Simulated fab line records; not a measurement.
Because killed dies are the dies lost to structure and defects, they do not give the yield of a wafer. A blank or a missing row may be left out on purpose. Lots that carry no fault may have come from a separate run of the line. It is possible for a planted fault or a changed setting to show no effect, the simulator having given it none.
fab line records	flow sky130
record lots=24	wafers=72	last-day=50
route steps=708 shown METAL4@600 METAL5@663 PASSIVATION@684 PAD_OPEN@702
lots that met no fault: taken from a fault-free run of the same line
start-h: hours from the record's first day to the start of the lot's first wafer shown	wait-h: time in hours since the lot's previous step	" same as the row above	L1.1+2: several wafers, shown together as one row	- no value, or no start given	* or withheld: withheld	< > ~ a bound
route shown NAME@n: a module of which the file shows steps, and the number in the route of the first	usual: mean/standard deviation taken from wafers without a fault	same: alike in all rows	chamber/n: place in a boat	sites: per-site readings	_std_site: standard deviation across them	_edge_site: inner sites' mean taken away from outer sites' mean	radius-mm: how far each site lies from the wafer's centre	mask NAME#n: copy n	behind: tool/chamber where the wafer was last shaped	hold: what put the lot on hold/how long, in hours/how the hold closed	device: whichever transistor did not switch (one of n, p or np)	end of line: tests run on the same wafers once the route is complete	a step given without rows: its recipe and nothing more	killed: not the wafer's yield, but the dies lost to structure and defects at the first sort	map: the dies of a wafer, with x for killed, . for not killed, _ for no die there
set.NAME: setting as actually run; set.NAME@STEP: the setting as run at that earlier step	model.NAME: the simulator's own value behind a step, which no gauge read
one table for each step of the route and one row for each wafer, over a sample of lots
services: a tool's chamber out of use, with start hour (start-h, from the record's first day; less than 0 if before it), hours out, and reason
## steps
# step SKY_METAL4_SPUTTER_02
# recipe material=AlCu	target-thk-nm=735	power-w=10600	time-s=39.1	chamber-pressure-pa=0.4
# usual cathode-dc-power-W=10600/1.9	chamber-pressure-pa=0.3999/0.00071	throttle-valve-pct=30.0/0.84
lot.wafer	tool	chamber	start-h	wait-h	cathode-dc-power-W	chamber-pressure-pa	throttle-valve-pct
L074.1	pvd-sputter-02	-	924.48	0.0	10600	0.3991	29.6
L074.5	"	-	"	"	10600	0.3992	30.0
L074.6	"	-	"	"	10598	0.3994	29.4
L075.3	pvd-sputter-01	-	934.05	0.0	10601	0.3998	31.6
L075.5	"	-	"	"	10597	0.3994	31.0
L075.6	"	-	"	"	10601	0.3996	28.8
L076.1	pvd-sputter-03	-	939.50	0.0	10599	0.3995	29.0
L076.2	"	-	"	"	10602	0.4002	29.7
L076.4	"	-	"	"	10602	0.3986	30.5
L078.2	pvd-sputter-03	-	947.85	0.0	10599	0.4005	30.3
L078.3	"	-	"	"	10600	0.4014	28.6
L078.5	"	-	"	"	10600	0.4003	30.0
L077.1	pvd-sputter-02	-	950.26	0.0	10599	0.3988	31.3
L077.4	"	-	"	"	10600	0.4003	29.5
L077.6	"	-	"	"	10601	0.3988	31.4
L079.2	pvd-sputter-03	-	960.81	0.0	10601	0.4001	28.6
L079.3	"	-	"	"	10602	0.3999	29.6
L079.5	"	-	"	"	10603	0.3992	29.9
L080.1	pvd-sputter-02	-	972.83	0.0	10604	0.3994	29.4
L080.2	"	-	"	"	10598	0.4005	29.6
L080.6	"	-	"	"	10601	0.4009	29.5
L081.4	pvd-sputter-02	-	978.57	0.0	10602	0.3993	31.3
L081.5	"	-	"	"	10603	0.3999	29.5
L081.6	"	-	"	"	10596	0.3994	29.9
L083.1	pvd-sputter-03	-	990.43	0.0	10599	0.4004	30.0
L083.2	"	-	"	"	10601	0.4007	29.1
L083.4	"	-	"	"	10599	0.3994	30.4
L082.1	pvd-sputter-02	-	991.03	0.0	10599	0.4004	29.5
L082.4	"	-	"	"	10598	0.3992	29.8
L082.5	"	-	"	"	10597	0.3996	31.6
L085.2	pvd-sputter-02	-	1002.00	0.0	10603	0.3998	29.3
L085.4	"	-	"	"	10599	0.4006	30.3
L085.5	"	-	"	"	10598	0.4003	29.6
L084.2	pvd-sputter-03	-	1005.03	0.0	10598	0.4000	29.3
L084.4	"	-	"	"	10597	0.3991	28.5
L084.5	"	-	"	"	10597	0.4000	30.3
L086.2	pvd-sputter-03	-	1006.93	0.0	10597	0.3988	30.3
L086.3	"	-	"	"	10600	0.4020	29.3
L086.5	"	-	"	"	10600	0.4006	30.5
L087.1	pvd-sputter-02	-	1017.94	0.0	10599	0.3999	29.7
L087.4	"	-	"	"	10599	0.4007	30.2
L087.5	"	-	"	"	10599	0.4006	29.9
L088.2	pvd-sputter-02	-	1027.25	0.0	10598	0.3988	29.6
L088.4	"	-	"	"	10602	0.3999	31.3
L088.5	"	-	"	"	10596	0.4006	29.3
L089.3	pvd-sputter-03	-	1036.08	0.0	10598	0.4005	29.6
L089.4	"	-	"	"	10601	0.3994	28.7
L089.6	"	-	"	"	10601	0.4003	28.9
L090.3	pvd-sputter-01	-	1037.14	0.0	10600	0.3998	31.8
L090.5	"	-	"	"	10601	0.4002	30.0
L090.6	"	-	"	"	10598	0.3986	31.3
L091.2	pvd-sputter-01	-	1041.98	0.0	10601	0.4002	28.8
L091.4	"	-	"	"	10600	0.4008	32.0
L091.6	"	-	"	"	10598	0.4004	28.6
L092.1	pvd-sputter-01	-	1050.68	0.0	10602	0.3992	28.8
L092.2	"	-	"	"	10601	0.3994	31.1
L092.4	"	-	"	"	10603	0.3994	31.8
L093.2	pvd-sputter-02	-	1061.23	0.0	10597	0.4008	29.2
L093.4	"	-	"	"	10600	0.3987	30.1
L093.6	"	-	"	"	10599	0.3993	30.2
L094.4	pvd-sputter-02	-	1066.73	0.0	10599	0.4002	29.7
L094.5	"	-	"	"	10603	0.4012	31.2
L094.6	"	-	"	"	10598	0.4006	29.7
L095.3	pvd-sputter-03	-	1068.28	0.0	10601	0.3991	28.8
L095.5	"	-	"	"	10599	0.3995	29.0
L095.6	"	-	"	"	10601	0.3994	29.6
L096.3	pvd-sputter-01	-	1073.39	0.0	10598	0.3988	31.9
L096.4	"	-	"	"	10602	0.3989	30.9
L096.5	"	-	"	"	10599	0.3993	31.4
L097.1	pvd-sputter-03	-	1074.93	0.0	10598	0.4003	28.8
L097.2	"	-	"	"	10598	0.3994	30.3
L097.6	"	-	"	"	10601	0.3995	28.8
# step SKY_METAL4_ETCH_17
# recipe target=SiO2	stop-on=TiN	chemistry=C4F8/O2/Ar	source-w=1500	bias-w=1200	pressure-mtorr=40	c4f8-flow-sccm=withheld	O2_flow_sccm=6	Ar_flow_sccm=300	time-s=3.9	target-depth-a=150
# usual bias-w=1200/3.5	oes-product-au=0.754/0.0067
lot.wafer	tool	chamber	start-h	wait-h	bias-w	oes-product-au	rf-hours-counter-h
L074.1	rie-diel-02	0	973.53	0.1	1199	0.752	6
L074.5	"	3	"	"	1201	0.754	-
L074.6	"	2	"	"	1205	0.750	-
L075.3	rie-diel-04	2	983.28	0.0	1194	0.761	11
L075.5	"	1	"	"	1197	0.750	-
L075.6	"	0	"	"	1201	0.752	-
L076.1	rie-diel-03	1	988.39	0.1	1201	0.760	17
L076.2	"	0	"	"	1201	0.765	13
L076.4	"	3	"	"	1196	0.762	8
L078.2	rie-diel-02	1	996.25	0.1	1196	0.746	22
L078.3	"	3	"	"	1198	0.752	3
L078.5	"	1	"	"	1202	0.752	-
L077.1	rie-diel-02	3	999.70	0.1	1203	0.760	3
L077.4	"	0	"	"	1195	0.753	6
L077.6	"	1	"	"	1199	0.765	-
L079.2	rie-diel-02	2	1009.94	0.1	1194	0.750	22
L079.3	"	3	"	"	1200	0.745	4
L079.5	"	2	"	"	1202	0.755	-
L080.1	rie-diel-04	3	1021.38	0.1	1201	0.751	11
L080.2	"	1	"	"	1198	0.747	10
L080.6	"	1	"	"	1194	0.754	-
L081.4	rie-diel-03	3	1026.23	0.1	1200	0.756	9
L081.5	"	3	"	"	1201	0.768	-
L081.6	"	0	"	"	1196	0.752	-
L083.1	rie-diel-04	2	1036.78	0.1	1200	0.744	13
L083.2	"	0	"	"	1196	0.745	23
L083.4	"	1	"	"	1211	0.754	11
L082.1	rie-diel-03	1	1037.89	0.1	1199	0.744	19
L082.4	"	2	"	"	1204	0.751	5
L082.5	"	1	"	"	1199	0.751	-
L085.2	rie-diel-02	2	1049.16	0.1	1195	0.748	24
L085.4	"	0	"	"	1197	0.757	8
L085.5	"	0	"	"	1199	0.751	-
L084.2	rie-diel-03	3	1052.01	0.1	1194	0.750	9
L084.4	"	3	"	"	1197	0.748	-
L084.5	"	2	"	"	1199	0.752	-
L086.2	rie-diel-02	1	1052.92	0.1	1202	0.742	24
L086.3	"	3	"	"	1197	0.758	5
L086.5	"	3	"	"	1202	0.742	-
L087.1	rie-diel-02	3	1063.08	0.1	1201	0.752	5
L087.4	"	1	"	"	1206	0.746	24
L087.5	"	0	"	"	1197	0.762	-
L088.2	rie-diel-02	3	1072.10	0.1	1200	0.757	6
L088.4	"	1	"	"	1208	0.751	25
L088.5	"	3	"	"	1207	0.754	-
L089.3	rie-diel-03	0	1080.47	0.0	1194	0.755	16
L089.4	"	3	"	"	1200	0.768	11
L089.6	"	3	"	"	1199	0.765	-
L090.3	rie-diel-03	2	1081.59	0.0	1201	0.750	7
L090.5	"	2	"	"	1202	0.748	-
L090.6	"	0	"	"	1201	0.758	-
L091.2	rie-diel-02	3	1085.44	0.1	1196	0.746	6
L091.4	"	0	"	"	1203	0.759	9
L091.6	"	1	"	"	1203	0.762	-
L092.1	rie-diel-04	2	1093.75	0.1	1197	0.756	15
L092.2	"	3	"	"	1199	0.752	13
L092.4	"	0	"	"	1200	0.759	25
L093.2	rie-diel-02	1	1102.84	0.1	1200	0.746	26
L093.4	"	3	"	"	1205	0.761	7
L093.6	"	1	"	"	1206	0.759	-
L094.4	rie-diel-03	2	1108.02	0.1	1204	0.764	8
L094.5	"	1	"	"	1203	0.771	-
L094.6	"	2	"	"	1203	0.767	-
L095.3	rie-diel-02	2	1110.99	0.0	1201	0.745	26
L095.5	"	1	"	"	1201	0.752	-
L095.6	"	0	"	"	1206	0.755	-
L096.3	rie-diel-04	1	1114.40	0.0	1204	0.749	13
L096.4	"	2	"	"	1204	0.759	16
L096.5	"	2	"	"	1199	0.764	-
L097.1	rie-diel-04	2	1116.04	0.1	1203	0.745	16
L097.2	"	3	"	"	1198	0.742	14
L097.6	"	1	"	"	1196	0.752	-
# step SKY_METAL5_SPUTTER_02
# recipe material=AlCu	target-thk-nm=1150	power-w=10600	time-s=61.2	chamber-pressure-pa=0.4
# usual cathode-dc-power-W=10600/1.8	chamber-pressure-pa=0.4001/0.00086	throttle-valve-pct=30.2/1.1
lot.wafer	tool	chamber	start-h	wait-h	cathode-dc-power-W	chamber-pressure-pa	throttle-valve-pct
L074.1	pvd-sputter-02	-	999.93	0.0	10598	0.3996	31.3
L074.5	"	-	"	"	10599	0.4012	30.1
L074.6	"	-	"	"	10600	0.3995	29.5
L075.3	pvd-sputter-02	-	1009.17	0.0	10600	0.3994	29.5
L075.5	"	-	"	"	10601	0.3998	29.9
L075.6	"	-	"	"	10600	0.4012	29.8
L076.1	pvd-sputter-01	-	1013.65	0.0	10599	0.4012	31.0
L076.2	"	-	"	"	10597	0.3992	28.8
L076.4	"	-	"	"	10601	0.4021	32.0
L078.2	pvd-sputter-01	-	1022.32	0.0	10602	0.4008	31.2
L078.3	"	-	"	"	10600	0.3992	28.9
L078.5	"	-	"	"	10600	0.4003	30.5
L077.1	pvd-sputter-01	-	1025.58	0.0	10603	0.3994	30.9
L077.4	"	-	"	"	10601	0.3976	30.3
L077.6	"	-	"	"	10598	0.3991	31.0
L079.2	pvd-sputter-04	-	1035.11	0.0	10598	0.4006	31.8
L079.3	"	-	"	"	10601	0.4000	30.7
L079.5	"	-	"	"	10599	0.3996	31.5
L080.1	pvd-sputter-01	-	1046.18	0.0	10602	0.4005	31.9
L080.2	"	-	"	"	10601	0.3996	31.0
L080.6	"	-	"	"	10600	0.4007	29.0
L081.4	pvd-sputter-02	-	1051.27	0.0	10602	0.4005	29.5
L081.5	"	-	"	"	10602	0.3996	31.5
L081.6	"	-	"	"	10598	0.4015	29.5
L083.1	pvd-sputter-01	-	1060.95	0.0	10602	0.4024	28.4
L083.2	"	-	"	"	10597	0.3994	30.4
L083.4	"	-	"	"	10599	0.4006	31.8
L082.1	pvd-sputter-01	-	1061.68	0.0	10599	0.4002	28.6
L082.4	"	-	"	"	10599	0.3987	30.2
L082.5	"	-	"	"	10600	0.3989	30.6
L085.2	pvd-sputter-02	-	1074.10	0.0	10598	0.4026	29.5
L085.4	"	-	"	"	10602	0.4008	31.3
L085.5	"	-	"	"	10597	0.4005	30.2
L084.2	pvd-sputter-04	-	1076.03	0.0	10597	0.4007	28.5
L084.4	"	-	"	"	10598	0.4005	28.8
L084.5	"	-	"	"	10598	0.3981	28.7
L086.2	pvd-sputter-04	-	1076.94	0.0	10602	0.3990	31.4
L086.3	"	-	"	"	10599	0.4001	28.3
L086.5	"	-	"	"	10599	0.3994	28.7
L087.1	pvd-sputter-02	-	1085.98	0.0	10603	0.3991	30.1
L087.4	"	-	"	"	10602	0.4008	29.6
L087.5	"	-	"	"	10602	0.4004	29.4
L088.2	pvd-sputter-04	-	1095.18	0.0	10598	0.3993	30.6
L088.4	"	-	"	"	10601	0.4001	28.6
L088.5	"	-	"	"	10602	0.4002	30.8
L089.3	pvd-sputter-01	-	1103.47	0.0	10600	0.4010	31.2
L089.4	"	-	"	"	10601	0.3984	31.8
L089.6	"	-	"	"	10600	0.3998	30.3
L090.3	pvd-sputter-02	-	1105.05	0.0	10597	0.3992	29.5
L090.5	"	-	"	"	10598	0.4011	31.4
L090.6	"	-	"	"	10598	0.4007	29.7
L091.2	pvd-sputter-01	-	1108.61	0.0	10602	0.3995	28.9
L091.4	"	-	"	"	10597	0.3990	31.2
L091.6	"	-	"	"	10601	0.3992	28.8
L092.1	pvd-sputter-01	-	1116.36	0.0	10600	0.3993	32.0
L092.2	"	-	"	"	10601	0.4014	30.3
L092.4	"	-	"	"	10600	0.4004	28.9
L093.2	pvd-sputter-04	-	1125.25	0.0	10602	0.4004	31.5
L093.4	"	-	"	"	10600	0.4009	30.6
L093.6	"	-	"	"	10600	0.4004	30.8
L094.4	pvd-sputter-02	-	1129.91	0.0	10598	0.4008	29.7
L094.5	"	-	"	"	10598	0.4003	29.8
L094.6	"	-	"	"	10598	0.3998	30.0
L095.3	pvd-sputter-02	-	1132.87	0.0	10600	0.3991	29.6
L095.5	"	-	"	"	10598	0.4007	30.4
L095.6	"	-	"	"	10600	0.4001	29.4
L096.3	pvd-sputter-04	-	1135.99	0.0	10599	0.3995	30.6
L096.4	"	-	"	"	10600	0.4000	31.7
L096.5	"	-	"	"	10602	0.4006	28.3
L097.1	pvd-sputter-04	-	1137.79	0.0	10597	0.3996	29.1
L097.2	"	-	"	"	10598	0.4012	30.8
L097.6	"	-	"	"	10600	0.3995	28.5
# step SKY_METAL5_THK_MEAS_06
# recipe thk-meas-gauge=xrf	reads=AlCu_of_METAL5_SPUTTER_02
# usual METAL5_ALCU_THK=1148/12
lot.wafer	tool	chamber	start-h	wait-h	METAL5_ALCU_THK[nm]
L074.1	film-metro-03	-	1000.17	0.1	1165
L074.5	"	-	"	"	1161
L074.6	"	-	"	"	1158
L075.3	film-metro-03	-	1009.43	0.1	1142
L075.5	"	-	"	"	1153
L075.6	"	-	"	"	1159
L076.1	film-metro-02	-	1013.88	0.1	1164
L076.2	"	-	"	"	1165
L076.4	"	-	"	"	1162
L078.2	film-metro-03	-	1022.57	0.1	1123
L078.3	"	-	"	"	1127
L078.5	"	-	"	"	1132
L077.1	film-metro-03	-	1025.81	0.1	1154
L077.4	"	-	"	"	1150
L077.6	"	-	"	"	1160
L079.2	film-metro-02	-	1035.36	0.1	1161
L079.3	"	-	"	"	1144
L079.5	"	-	"	"	1154
L080.1	film-metro-02	-	1046.42	0.1	1146
L080.2	"	-	"	"	1144
L080.6	"	-	"	"	1143
L081.4	film-metro-02	-	1051.54	0.1	1164
L081.5	"	-	"	"	1151
L081.6	"	-	"	"	1150
L083.1	film-metro-01	-	1061.18	0.1	1139
L083.2	"	-	"	"	1136
L083.4	"	-	"	"	1146
L082.1	film-metro-03	-	1061.92	0.1	1132
L082.4	"	-	"	"	1138
L082.5	"	-	"	"	1139
L085.2	film-metro-02	-	1074.35	0.1	1151
L085.4	"	-	"	"	1162
L085.5	"	-	"	"	1161
L084.2	film-metro-03	-	1076.28	0.1	1131
L084.4	"	-	"	"	1140
L084.5	"	-	"	"	1143
L086.2	film-metro-01	-	1077.19	0.1	1155
L086.3	"	-	"	"	1150
L086.5	"	-	"	"	1132
L087.1	film-metro-03	-	1086.22	0.1	1166
L087.4	"	-	"	"	1158
L087.5	"	-	"	"	1162
L088.2	film-metro-01	-	1095.42	0.1	1126
L088.4	"	-	"	"	1135
L088.5	"	-	"	"	1123
L089.3	film-metro-03	-	1103.73	0.1	1162
L089.4	"	-	"	"	1167
L089.6	"	-	"	"	1169
L090.3	film-metro-03	-	1105.30	0.1	1147
L090.5	"	-	"	"	1141
L090.6	"	-	"	"	1142
L091.2	film-metro-02	-	1108.86	0.1	1140
L091.4	"	-	"	"	1150
L091.6	"	-	"	"	1143
L092.1	film-metro-01	-	1116.60	0.1	1153
L092.2	"	-	"	"	1158
L092.4	"	-	"	"	1151
L093.2	film-metro-02	-	1125.50	0.1	1126
L093.4	"	-	"	"	1121
L093.6	"	-	"	"	1112
L094.4	film-metro-01	-	1130.18	0.1	1153
L094.5	"	-	"	"	1150
L094.6	"	-	"	"	1153
L095.3	film-metro-03	-	1133.13	0.1	1136
L095.5	"	-	"	"	1152
L095.6	"	-	"	"	1141
L096.3	film-metro-03	-	1136.25	0.1	1135
L096.4	"	-	"	"	1142
L096.5	"	-	"	"	1135
L097.1	film-metro-01	-	1138.03	0.1	1142
L097.2	"	-	"	"	1146
L097.6	"	-	"	"	1137
# step SKY_PASSIVATION_THK_MEAS_03
# recipe reads=Si3N4_of_PASSIVATION_CVD_02
# usual PASSIVATION_CVD_02_THK=541/6.2
lot.wafer	tool	chamber	start-h	wait-h	PASSIVATION_CVD_02_THK[nm]
L074.1	film-metro-04	-	1023.64	-	544
L074.5	"	-	"	"	546
L074.6	"	-	"	"	548
L075.3	film-metro-04	-	1033.14	-	545
L075.5	"	-	"	"	546
L075.6	"	-	"	"	545
L076.1	film-metro-03	-	1036.85	-	537
L076.2	"	-	"	"	535
L076.4	"	-	"	"	547
L078.2	film-metro-04	-	1045.73	-	540
L078.3	"	-	"	"	538
L078.5	"	-	"	"	549
L077.1	film-metro-03	-	1048.42	-	535
L077.4	"	-	"	"	543
L077.6	"	-	"	"	547
L079.2	film-metro-01	-	1058.51	-	526
L079.3	"	-	"	"	528
L079.5	"	-	"	"	537
L080.1	film-metro-03	-	1069.22	-	533
L080.2	"	-	"	"	533
L080.6	"	-	"	"	540
L081.4	film-metro-01	-	1074.38	-	551
L081.5	"	-	"	"	550
L081.6	"	-	"	"	549
L083.1	film-metro-03	-	1082.95	-	546
L083.2	"	-	"	"	544
L083.4	"	-	"	"	551
L082.1	film-metro-01	-	1083.29	-	542
L082.4	"	-	"	"	543
L082.5	"	-	"	"	537
L085.2	film-metro-04	-	1095.93	-	533
L085.4	"	-	"	"	551
L085.5	"	-	"	"	545
L084.2	film-metro-01	-	1097.58	-	533
L084.4	"	-	"	"	539
L084.5	"	-	"	"	540
L086.2	film-metro-01	-	1097.84	-	535
L086.3	"	-	"	"	544
L086.5	"	-	"	"	550
L087.1	film-metro-03	-	1107.11	-	532
L087.4	"	-	"	"	546
L087.5	"	-	"	"	541
L088.2	film-metro-03	-	1115.94	-	539
L088.4	"	-	"	"	555
L088.5	"	-	"	"	547
L089.3	film-metro-01	-	1124.08	-	537
L089.4	"	-	"	"	534
L089.6	"	-	"	"	539
L090.3	film-metro-03	-	1125.45	-	543
L090.5	"	-	"	"	550
L090.6	"	-	"	"	551
L091.2	film-metro-01	-	1128.96	-	537
L091.4	"	-	"	"	547
L091.6	"	-	"	"	542
L092.1	film-metro-04	-	1136.79	-	532
L092.2	"	-	"	"	531
L092.4	"	-	"	"	538
L093.2	film-metro-03	-	1145.46	-	539
L093.4	"	-	"	"	547
L093.6	"	-	"	"	544
L094.4	film-metro-04	-	1148.94	-	539
L094.5	"	-	"	"	546
L094.6	"	-	"	"	547
L095.3	film-metro-01	-	1152.62	-	540
L095.5	"	-	"	"	547
L095.6	"	-	"	"	541
L096.3	film-metro-01	-	1155.02	-	537
L096.4	"	-	"	"	550
L096.5	"	-	"	"	550
L097.1	film-metro-01	-	1156.41	-	533
L097.2	"	-	"	"	536
L097.6	"	-	"	"	545
# step SKY_PAD_OPEN_STRIP_08
# recipe chemistry=O2/N2	power-w=1400	pressure-mtorr=1500	platen-temp-c=withheld	overash-fraction=0.7	o2-flow-sccm=3000	n2-flow-sccm=300
# usual drypump-motor-current-A=5.6/0.59	oes-product-au=0.663/0.0045	strip-time-to-endpoint-s=37.11/0.11
lot.wafer	tool	chamber	start-h	wait-h	drypump-motor-current-A	oes-product-au	rf-hours-counter-h	strip-time-to-endpoint-s
L074.1	plasma-asher-01	1	1067.61	0.1	5.8	0.663	0	37.09
L074.5	"	1	"	"	5.8	0.663	-	37.10
L074.6	"	0	"	"	5.2	0.660	-	37.05
L075.3	plasma-asher-01	1	1076.78	0.1	5.8	0.660	-	36.95
L075.5	"	0	"	"	5.2	0.667	-	37.12
L075.6	"	1	"	"	5.8	0.669	-	37.09
L076.1	plasma-asher-01	0	1080.06	0.1	5.2	0.666	2	36.82
L076.2	"	1	"	"	5.8	0.662	2	36.91
L076.4	"	1	"	"	5.8	0.658	-	37.04
L078.2	plasma-asher-03	1	1089.27	0.1	4.9	0.656	64	37.34
L078.3	"	0	"	"	6.2	0.659	-	37.19
L078.5	"	0	"	"	6.2	0.668	-	37.30
L077.1	plasma-asher-03	1	1090.65	0.1	4.9	0.667	64	36.97
L077.4	"	0	"	"	6.3	0.653	-	37.08
L077.6	"	1	"	"	4.9	0.664	-	37.16
L079.2	plasma-asher-01	1	1100.20	0.1	5.8	0.669	4	37.20
L079.3	"	1	"	"	5.9	0.665	-	37.11
L079.5	"	0	"	"	5.2	0.662	-	37.25
L080.1	plasma-asher-02	0	1110.46	0.1	6.4	0.667	37	37.14
L080.2	"	1	"	"	4.9	0.673	37	37.08
L080.6	"	0	"	"	6.4	0.663	-	37.14
L081.4	plasma-asher-03	0	1113.79	0.1	6.3	0.667	-	37.26
L081.5	"	1	"	"	4.9	0.663	-	37.21
L081.6	"	0	"	"	6.2	0.668	-	37.20
L083.1	plasma-asher-01	1	1122.65	0.1	5.8	0.663	7	37.20
L083.2	"	0	"	"	5.2	0.665	7	37.16
L083.4	"	1	"	"	5.8	0.665	-	37.19
L082.1	plasma-asher-01	1	1123.07	0.1	5.9	0.658	7	37.22
L082.4	"	1	"	"	5.8	0.657	-	37.20
L082.5	"	0	"	"	5.2	0.662	-	37.17
L085.2	plasma-asher-01	0	1134.20	0.1	5.2	0.661	8	37.21
L085.4	"	1	"	"	5.8	0.658	-	37.18
L085.5	"	1	"	"	5.8	0.666	-	37.14
L084.2	plasma-asher-03	1	1137.05	0.1	4.9	0.652	69	37.14
L084.4	"	0	"	"	6.2	0.663	-	37.10
L084.5	"	0	"	"	6.3	0.661	-	37.03
L086.2	plasma-asher-02	1	1137.40	0.1	4.8	0.659	40	37.13
L086.3	"	0	"	"	6.4	0.666	-	37.13
L086.5	"	1	"	"	4.9	0.664	-	37.16
L087.1	plasma-asher-03	1	1145.05	0.1	4.9	0.663	70	37.14
L087.4	"	1	"	"	4.9	0.665	-	37.27
L087.5	"	0	"	"	6.3	0.674	-	37.24
L088.2	plasma-asher-03	1	1152.25	0.1	4.9	0.658	70	37.26
L088.4	"	1	"	"	4.9	0.665	-	37.26
L088.5	"	1	"	"	4.9	0.654	-	37.36
L089.3	plasma-asher-02	1	1160.59	0.1	4.8	0.663	-	37.10
L089.4	"	0	"	"	6.4	0.661	-	36.94
L089.6	"	0	"	"	6.3	0.659	-	37.03
L090.3	plasma-asher-02	1	1161.74	0.1	4.8	0.655	-	37.06
L090.5	"	0	"	"	6.4	0.668	-	37.05
L090.6	"	1	"	"	4.9	0.657	-	37.05
L091.2	plasma-asher-01	1	1164.10	0.1	5.8	0.671	11	37.12
L091.4	"	1	"	"	5.8	0.661	-	37.15
L091.6	"	0	"	"	5.2	0.657	-	37.21
L092.1	plasma-asher-01	1	1171.01	0.1	5.8	0.664	12	36.95
L092.2	"	0	"	"	5.2	0.666	12	37.00
L092.4	"	1	"	"	5.8	0.662	-	36.95
L093.2	plasma-asher-02	1	1179.07	0.1	4.9	0.661	44	36.98
L093.4	"	1	"	"	4.9	0.656	-	36.98
L093.6	"	0	"	"	6.3	0.661	-	36.99
L094.4	plasma-asher-01	1	1181.58	0.1	5.8	0.665	-	36.87
L094.5	"	0	"	"	5.2	0.658	-	36.95
L094.6	"	1	"	"	5.8	0.665	-	37.04
L095.3	plasma-asher-02	0	1185.18	0.1	6.4	0.660	-	37.07
L095.5	"	0	"	"	6.4	0.661	-	37.06
L095.6	"	1	"	"	4.9	0.662	-	37.11
L096.3	plasma-asher-03	1	1188.35	0.1	4.9	0.663	-	37.09
L096.4	"	0	"	"	6.3	0.661	-	37.08
L096.5	"	1	"	"	4.9	0.667	-	37.08
L097.1	plasma-asher-02	1	1188.90	0.1	4.8	0.658	45	37.09
L097.2	"	0	"	"	6.4	0.667	45	37.18
L097.6	"	1	"	"	4.8	0.664	-	36.97
## services
tool	chamber	start-h	hours	kind
pvd-sputter-01	-	901.16	0.5	repair
plasma-asher-01	-	913.59	1.3	repair
rie-diel-02	2	918.94	8.7	repair
pvd-sputter-02	-	937.91	2.7	repair
rie-diel-03	2	948.23	5.3	repair
pvd-sputter-02	-	957.43	6.0	repair
rie-diel-03	1	966.45	9.4	repair
plasma-asher-03	-	967.94	1.1	repair
pvd-sputter-03	-	974.35	9.4	repair
rie-diel-03	-	986.06	0.6	repair
plasma-asher-01	-	993.20	0.3	repair
pvd-sputter-01	-	993.81	0.7	repair
plasma-asher-02	-	994.14	4.0	repair
plasma-asher-01	-	1017.04	1.1	repair
rie-diel-02	-	1039.35	2.8	pm
plasma-asher-03	-	1041.38	2.8	pm
rie-diel-03	-	1045.87	0.4	repair
rie-diel-03	1	1049.74	3.2	repair
plasma-asher-01	-	1055.25	9.0	pm
pvd-sputter-03	-	1079.44	1.3	repair
rie-diel-02	1	1127.38	15.9	repair
pvd-sputter-02	-	1139.80	17.9	repair
pvd-sputter-03	-	1147.52	6.2	repair
rie-diel-02	1	1157.04	6.8	repair
## key
fault none
